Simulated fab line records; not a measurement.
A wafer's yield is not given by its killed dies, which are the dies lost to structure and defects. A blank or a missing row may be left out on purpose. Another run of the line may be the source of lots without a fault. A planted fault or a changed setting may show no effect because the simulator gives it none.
2 desks looking at one fault / flow gf180mcu / only its own numbers are on each desk; what lay behind them is given at the end

FOR THE TOOL OWNER'S DESK: rie diel-02
The tool's own readings at GF_CONTACT_ETCH_17 (etches SiO2 in C4F8/O2/Ar, stops on CoSi2, target depth 860 nm): means of the sampled wafers that have a number, for each lot that ran on this tool. Marked OUT: a lot whose mean sits more than 4 standard deviations from the usual mean, which makes it out of limits; the brackets give that distance.
Columns: A = oes product au at GF_CONTACT_ETCH_17, usual 0.815 a.u.
lot=L266; first seen here=day 18 00:00; A=0.816
lot=L269; first seen here=day 19 04:00; A=0.814
lot=L278; first seen here=day 22 08:00; A=0.813
Finding of this desk: none of the 3 lots has anything out of limits.

FROM THE METROLOGY DESK
What the gauges read, lot by lot, whatever tool the lot ran on: means of the sampled wafers that have a number. Marked OUT: a lot whose mean sits more than 4 standard deviations from the usual mean, which makes it out of limits; the brackets give that distance.
Columns: A = cd nm at GF_PSD_CD_MEAS_07, usual 399.8 nm; B = M1_ALCU_RS at GF_M1_RS_MEAS_05, usual 0.0696 ohm/sq
lot=L264; first seen here=day 15 00:52; A=399.4; B=0.0702
lot=L266; first seen here=day 15 23:19; A=401.4; B=0.0683
lot=L267; first seen here=day 16 07:17; A=399.6; B=0.0697
lot=L268; first seen here=day 16 19:56; A=403.2; B=0.0696
lot=L269; first seen here=day 17 03:34; A=397.1; B=0.0692
lot=L270; first seen here=day 17 09:28; A=397.6; B=0.0702
lot=L271; first seen here=day 17 22:59; A=400.5; B=0.0694
lot=L274; first seen here=day 18 22:55; A=400.5; B=0.0706
lot=L278; first seen here=day 20 06:54; A=397.8; B=0.0693
lot=L281; first seen here=day 21 09:08; A=397.9; B=0.0695
lot=L282; first seen here=day 21 10:43; A=404.3; B=0.0698
lot=L283; first seen here=day 21 18:40; A=396.2; B=0.0689
lot=L284; first seen here=day 22 06:19; A=401.9; B=0.0688
Finding of this desk: none of the 13 lots has anything out of limits.

ALL TOGETHER
The desk of the tool owner found nothing out of limits.
Metrology desk: nothing out of limits seen.

WHAT WAS PUT IN BY THE SIMULATOR
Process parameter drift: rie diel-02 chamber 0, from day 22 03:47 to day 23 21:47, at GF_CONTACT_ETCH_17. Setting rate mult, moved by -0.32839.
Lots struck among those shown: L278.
